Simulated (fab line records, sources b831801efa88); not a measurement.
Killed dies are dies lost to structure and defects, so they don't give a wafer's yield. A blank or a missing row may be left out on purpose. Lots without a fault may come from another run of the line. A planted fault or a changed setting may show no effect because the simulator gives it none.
fab line records | flow sky130
record lots=6 wafers=18 last_day=50
route steps=708 shown VIA4@650 METAL5@661 PAD_OPEN@708
lots that met no fault: from a run of the same line without faults
start_h: hours from the record's first day to the start of the lot's first wafer shown | wait_h: hours since the lot's step before | " the same as in the row above | L1.1+2: a row that stands for several wafers | - no value, or no start given | * or withheld: withheld | < > ~ a bound
route shown NAME@n: a module of which the file shows steps, and the number in the route of the first | usual: mean/standard deviation of fault-free wafers | same: alike in all rows | chamber/n: place in a boat | sites: the reading at each site | _std_site: their standard deviation | _edge_site: outer sites' mean less inner sites' | radius_mm: how far each site lies from the wafer's centre | mask NAME#n: copy n | behind: the tool/chamber that last shaped the wafer | hold: why the lot was held/for how many hours/how that ended | device: the transistor (n, p or np) that didn't switch | end of line: the same wafers' tests at the end of the route | a step without rows: its recipe alone | killed: dies lost to structure and defects at the first sort, not the wafer's yield | map: a wafer's dies, x killed, . not, _ none there
set.NAME: the setting as run; set.NAME@STEP: as run at that earlier step | model.NAME: the simulator's own value behind a step, which no gauge read
lots at some steps of the route; a table a step, a row a wafer
services: from which hour (start_h, from the record's first day; less than 0 if before it) a tool's chamber was out of use, for how many hours, and why
## steps
# step SKY_VIA4_OVL_MEAS_11
# usual VIA4_OVL=-0.5/1.5
# columns lot.wafer tool chamber start_h wait_h VIA4_OVL[nm]
L524.2 overlay-01 - 1051.29 0.1 0.4
L524.3 " - " " -0.1
L524.5 " - " " 0.6
L527.3 overlay-02 - 1072.90 0.1 -2.7
L527.4 " - " " -1.3
L527.6 " - " " -0.7
L529.2 overlay-02 - 1082.33 0.1 2.7
L529.3 " - " " 0.4
L529.6 " - " " 1.8
L531.1 overlay-01 - 1095.44 0.1 -0.4
L531.2 " - " " -1.7
L531.3 " - " " 0.6
L534.1 overlay-01 - 1113.82 0.1 -1.6
L534.3 " - " " 0.1
L534.4 " - " " -2.3
L540.2 overlay-02 - 1137.74 0.1 2.2
L540.3 " - " " 2.7
L540.6 " - " " 1.8
# step SKY_VIA4_ETCH_12
# recipe target=SiO2 chemistry=C4F8/O2/Ar stop_on=TiN mask_material=NOVOLAK source_w=1458 bias_w=1200 pressure_mtorr=40 c4f8_flow_sccm=withheld O2_flow_sccm=6 Ar_flow_sccm=300 time_s=withheld target_depth_a=5800
# usual oes_product_au=0.925/0.0049
# columns lot.wafer tool chamber start_h wait_h oes_product_au
L524.2 rie_diel-03 3 1051.32 0.0 0.925
L524.3 " 1 " " 0.925
L524.5 " 0 " " 0.924
L527.3 rie_diel-03 1 1072.92 0.0 0.927
L527.4 " 0 " " 0.923
L527.6 " 3 " " 0.924
L529.2 rie_diel-02 0 1082.36 0.0 0.930
L529.3 " 2 " " 0.917
L529.6 " 2 " " 0.927
L531.1 rie_diel-04 0 1095.47 0.0 0.923
L531.2 " 3 " " 0.922
L531.3 " 1 " " 0.931
L534.1 rie_diel-04 2 1113.86 0.0 0.921
L534.3 " 3 " " 0.927
L534.4 " 0 " " 0.925
L540.2 rie_diel-04 2 1137.77 0.0 0.930
L540.3 " 0 " " 0.920
L540.6 " 2 " " 0.919
# step SKY_VIA4_STRIP_13
# recipe chemistry=O2/N2 power_w=1400 pressure_mtorr=1500 platen_temp_c=withheld o2_flow_sccm=3000 n2_flow_sccm=300 overash_fraction=0.5
# usual drypump_motor_current_A=5.79/0.22 oes_product_au=0.709/0.0045 strip_time_to_endpoint_s=12.83/0.035
# columns lot.wafer tool chamber start_h wait_h drypump_motor_current_A oes_product_au rf_hours_counter_h strip_time_to_endpoint_s
L524.2 plasma_asher-01 1 1051.39 - 6.00 0.714 31 12.83
L524.3 " 0 " " 5.59 0.714 - 12.83
L524.5 " 0 " " 5.57 0.709 - 12.81
L527.3 plasma_asher-01 0 1073.03 - 5.57 0.711 - 12.81
L527.4 " 1 " " 6.01 0.704 - 12.80
L527.6 " 1 " " 6.06 0.715 - 12.84
L529.2 plasma_asher-02 1 1082.43 - 5.71 0.709 93 12.81
L529.3 " 1 " " 5.71 0.713 - 12.78
L529.6 " 0 " " 5.58 0.702 - 12.78
L531.1 plasma_asher-02 0 1095.54 - 5.59 0.713 95 12.81
L531.2 " 1 " " 5.71 0.705 95 12.81
L531.3 " 1 " " 5.73 0.707 - 12.82
L534.1 plasma_asher-04 0 1113.93 - 6.24 0.704 70 12.82
L534.3 " 0 " " 6.23 0.704 - 12.83
L534.4 " 1 " " 5.94 0.715 - 12.81
L540.2 plasma_asher-02 0 1137.84 - 5.57 0.707 98 12.82
L540.3 " 0 " " 5.59 0.707 - 12.75
L540.6 " 0 " " 5.59 0.709 - 12.78
# step SKY_VIA4_STRIP_14
# recipe chemistry=post_etch_residue_remover time_s=1200 temp_c=72.5
# step SKY_VIA4_CLEAN_15
# recipe chemistry=IPA time_s=180 temp_c=25
# step SKY_VIA4_CLEAN_16
# recipe chemistry=O3/DIW dry=n2_spin
# step SKY_VIA4_SPUTTER_17
# recipe material=TiN target_thk_nm=20 chamber_pressure_pa=5 power_w=4000 time_s=80
# usual throttle_valve_pct=29.8/0.79
# same time_s=80
# columns lot.wafer tool chamber start_h wait_h throttle_valve_pct
L524.2 pvd_sputter-03 - 1052.07 0.0 29.3
L524.3 " - " " 31.0
L524.5 " - " " 29.5
L527.3 pvd_sputter-03 - 1073.63 0.0 29.4
L527.4 " - " " 29.3
L527.6 " - " " 30.3
L529.2 pvd_sputter-01 - 1083.06 0.0 29.1
L529.3 " - " " 30.4
L529.6 " - " " 30.4
L531.1 pvd_sputter-01 - 1096.14 0.0 29.3
L531.2 " - " " 27.9
L531.3 " - " " 30.4
L534.1 pvd_sputter-03 - 1114.58 0.0 30.7
L534.3 " - " " 29.2
L534.4 " - " " 30.6
L540.2 pvd_sputter-03 - 1138.43 0.0 29.1
L540.3 " - " " 31.1
L540.6 " - " " 29.3
# step SKY_VIA4_CVD_18
# recipe material=W target_thk_nm=505 time_s=152.14 temp_c=400 pressure_torr=40
# step SKY_VIA4_RS_MEAS_19
# recipe thk_meas_gauge=four-point-probe reads=W_of_VIA4_CVD_18+TiN_of_VIA4_SPUTTER_17
# usual VIA4_W_RS=0.2272/0.0023
# columns lot.wafer tool chamber start_h wait_h VIA4_W_RS[ohm/sq]
L524.2 film_metro-03 - 1052.31 0.1 0.2270
L524.3 " - " " 0.2261
L524.5 " - " " 0.2272
L527.3 film_metro-03 - 1073.89 0.1 0.2312
L527.4 " - " " 0.2284
L527.6 " - " " 0.2293
L529.2 film_metro-04 - 1083.30 0.1 0.2285
L529.3 " - " " 0.2260
L529.6 " - " " 0.2265
L531.1 film_metro-03 - 1096.36 0.1 0.2278
L531.2 " - " " 0.2259
L531.3 " - " " 0.2249
L534.1 film_metro-04 - 1114.79 0.1 0.2260
L534.3 " - " " 0.2271
L534.4 " - " " 0.2253
L540.2 film_metro-04 - 1138.67 0.1 0.2293
L540.3 " - " " 0.2292
L540.6 " - " " 0.2295
# step SKY_VIA4_THK_MEAS_20
# recipe thk_meas_gauge=xrf reads=W_of_VIA4_CVD_18
# usual VIA4_W_THK=497/7.3
# columns lot.wafer tool chamber start_h wait_h VIA4_W_THK[nm]
L524.2 film_metro-03 - 1052.42 0.1 499
L524.3 " - " " 499
L524.5 " - " " 497
L527.3 film_metro-03 - 1073.99 0.1 490
L527.4 " - " " 497
L527.6 " - " " 496
L529.2 film_metro-04 - 1083.41 0.1 496
L529.3 " - " " 501
L529.6 " - " " 500
L531.1 film_metro-03 - 1096.48 0.1 496
L531.2 " - " " 498
L531.3 " - " " 500
L534.1 film_metro-04 - 1114.91 0.1 510
L534.3 " - " " 505
L534.4 " - " " 508
L540.2 film_metro-04 - 1138.78 0.1 497
L540.3 " - " " 497
L540.6 " - " " 495
# step SKY_VIA4_CMP_21
# recipe stop_on=SiO2 t_overpolish_s=25 down_force_psi=3.5 platen_rpm=60 target_thk_nm=0 pad_velocity_m_s=0.94248
# usual motor_current_A=11.3/0.75 overpolish_run_s=25.001/0.0089 time_to_endpoint_s=121/3.4
# columns lot.wafer tool chamber start_h wait_h motor_current_A overpolish_run_s time_to_endpoint_s
L524.3 cmp-02 1 1052.52 0.1 12.0 25.001 118
L524.2 " 3 " " 11.4 25.003 118
L524.5 " 0 " " 9.8 25.007 119
L527.3 cmp-02 0 1074.03 0.0 10.1 24.989 117
L527.4 " 1 " " 11.6 24.997 119
L527.6 " 1 " " 11.5 25.011 122
L529.3 cmp-02 2 1083.56 0.1 11.5 24.996 124
L529.2 " 3 " " 10.9 24.993 124
L529.6 " 1 " " 11.2 25.011 120
L531.2 cmp-01 1 1096.54 0.0 11.0 25.001 119
L531.1 " 2 " " 10.6 25.006 115
L531.3 " 0 " " 13.2 25.003 123
L534.3 cmp-02 2 1114.97 0.0 11.0 25.009 120
L534.1 " 3 " " 11.1 24.988 121
L534.4 " 0 " " 10.2 24.986 125
L540.2 cmp-01 2 1138.83 0.0 10.8 24.987 123
L540.3 " 0 " " 13.0 24.989 129
L540.6 " 2 " " 10.5 24.998 121
# step SKY_METAL5_SPUTTER_00
# recipe material=Ti target_thk_nm=15 power_w=3000 time_s=10 chamber_pressure_pa=0.4
# step SKY_METAL5_SPUTTER_01
# recipe material=TiN target_thk_nm=20 power_w=6500 time_s=16.7 chamber_pressure_pa=0.4
# usual throttle_valve_pct=29.2/0.94
# columns lot.wafer tool chamber start_h wait_h throttle_valve_pct model.TiN_of_METAL5_SPUTTER_01.thk_nm
L524.2 pvd_sputter-02 - 1052.79 0.0 28.0 20.37
L524.3 " - " " 29.5 20.08
L524.5 " - " " 29.1 20.15
L527.3 pvd_sputter-03 - 1074.35 0.0 30.9 20
L527.4 " - " " 30.3 19.99
L527.6 " - " " 29.2 19.96
L529.2 pvd_sputter-03 - 1083.78 0.0 28.9 19.99
L529.3 " - " " 30.3 12.45
L529.6 " - " " 30.7 19.69
L531.1 pvd_sputter-03 - 1096.86 0.0 29.0 19.74
L531.2 " - " " 29.1 19.58
L531.3 " - " " 30.2 12.26
L534.1 pvd_sputter-02 - 1115.30 0.0 28.8 19.92
L534.3 " - " " 29.2 19.85
L534.4 " - " " 28.1 20.22
L540.2 pvd_sputter-01 - 1139.15 0.0 29.6 19.8
L540.3 " - " " 27.9 19.65
L540.6 " - " " 30.4 19.77
# step SKY_METAL5_SPUTTER_02
# recipe material=AlCu target_thk_nm=1150 power_w=10600 time_s=61.2 chamber_pressure_pa=0.4
# usual throttle_valve_pct=29.2/0.93
# same time_s=61.2
# columns lot.wafer tool chamber start_h wait_h throttle_valve_pct
L524.2 pvd_sputter-02 - 1052.81 0.0 28.1
L524.3 " - " " 29.3
L524.5 " - " " 29.4
L527.3 pvd_sputter-03 - 1074.37 0.0 30.9
L527.4 " - " " 30.6
L527.6 " - " " 29.4
L529.2 pvd_sputter-03 - 1083.80 0.0 29.4
L529.3 " - " " 30.5
L529.6 " - " " 30.8
L531.1 pvd_sputter-03 - 1096.88 0.0 29.1
L531.2 " - " " 29.3
L531.3 " - " " 30.1
L534.1 pvd_sputter-02 - 1115.32 0.0 28.7
L534.3 " - " " 29.8
L534.4 " - " " 28.5
L540.2 pvd_sputter-01 - 1139.18 0.0 29.7
L540.3 " - " " 27.8
L540.6 " - " " 30.4
# step SKY_PAD_OPEN_PROBE_99
# usual defect_limited_yield=82.4/1.8 killed_at_M0_to_M3=44/7 killed_at_M4_up=3.2/2 killed_at_contacts=25/5.3 killed_at_front_end=15/4.3 killed_at_other=0.3/0.54 killed_dies=86/8.7 killed_open=47/6.4 killed_short=39/5.6 sort_bin_3_pad_short=0.9/0.43 sort_bin_5_function=10.4/1.4 sort_bin_6_memory=6.3/1.2 sort_n_pass=406/8.7 sort_yield_pct=82.4/1.8
# same gross_dies=492 killed_at_back_side=0 sort_bin_4_leakage[%]=0 sort_bin_8_speed[%]=0
# columns lot.wafer tool chamber start_h wait_h defect_limited_yield[%] killed_at_M0_to_M3 killed_at_M4_up killed_at_contacts killed_at_front_end killed_at_other killed_dies killed_open killed_short sort_bin_3_pad_short[%] sort_bin_5_function[%] sort_bin_6_memory[%] sort_n_pass sort_yield_pct[%]
L531.1 prober-01 - 1157.01 0.1 81.5 48 1 27 15 0 91 55 36 0.4 12.0 6.1 401 81.5
L531.2 prober-01 - 1157.06 0.1 82.3 44 6 24 13 0 87 49 38 1.6 9.3 6.7 405 82.3
L531.3 prober-01 - 1157.11 0.2 78.5 55 3 27 21 0 106 60 45 1.2 13.8 6.5 386 78.5
# killed by level:class
L531.1 VIA1:geometric_particle:open=12 CONTACT:geometric_particle:open=10 VIA2:geometric_particle:open=10 LI_CONTACT:geometric_particle:open=8 CONTACT:geometric_particle:short=7 VIA3:geometric_particle:open=7 FIELD_ISO:geometric_particle:short=5 METAL1:geometric_particle:short=5
L531.2 VIA1:geometric_particle:open=12 VIA2:geometric_particle:open=9 CONTACT:geometric_particle:open=7 VIA3:geometric_particle:open=6 FIELD_ISO:geometric_particle:short=5 METAL1:geometric_particle:short=5 LI_CONTACT:geometric_particle:open=5 LOCAL_INTERCONNECT:geometric_particle:short=5
L531.3 VIA1:geometric_particle:open=12 CONTACT:geometric_particle:open=12 LI_CONTACT:geometric_particle:open=7 VIA3:geometric_particle:open=7 VIA3:geometric_particle:short=7 POLY_GATE:geometric_particle:open=6 METAL1:geometric_particle:short=6 FIELD_ISO:geometric_particle:short=5
## services
# columns tool chamber start_h hours kind
cmp-02 - 1030.24 1.6 repair
plasma_asher-02 - 1035.97 21.6 pm
rie_diel-02 0 1039.83 11.7 repair
pvd_sputter-01 2 1044.52 - consumable_replace:kit
pvd_sputter-01 2 1044.52 18.0 scheduled_down
pvd_sputter-01 2 1044.52 18.0 vent_cycle
rie_diel-04 1 1054.43 4.0 repair
plasma_asher-04 - 1057.59 2.8 pm
pvd_sputter-02 - 1065.46 5.2 repair
plasma_asher-01 - 1074.77 9.7 repair
rie_diel-04 2 1075.18 4.4 repair
rie_diel-03 - 1076.50 9.1 repair
rie_diel-02 3 1082.13 5.0 repair
cmp-02 - 1084.00 4.0 pm
rie_diel-04 3 1086.63 4.6 repair
cmp-02 - 1088.00 - consumable_replace:conditioner
plasma_asher-01 - 1097.23 0.4 repair
cmp-01 - 1102.38 0.6 repair
plasma_asher-04 - 1104.44 0.9 repair
pvd_sputter-02 - 1108.30 5.0 repair
plasma_asher-04 - 1109.39 0.5 repair
plasma_asher-02 - 1120.63 3.4 repair
cmp-01 - 1130.35 3.9 pm
rie_diel-02 0 1137.32 7.5 repair
## key
first_sign none at tools or gauges
model_effect step=SKY_METAL5_SPUTTER_01 value=TiN_of_METAL5_SPUTTER_01.thk_nm without=19.71 struck=12.35
met_at SKY_METAL5_SPUTTER_01
struck_wafers L529.3,L531.3
onset_between 1074.35 1083.78
fault kind=process_parameter_drift tool=pvd_sputter-03 chamber=- onset_h=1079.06 steps=SKY_METAL5_SPUTTER_01 channel=target_thk_nm offset=-7.3522 shape=step end_h=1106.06 acts_in=these_recipes_only stated=20 scope=struck_wafers_only
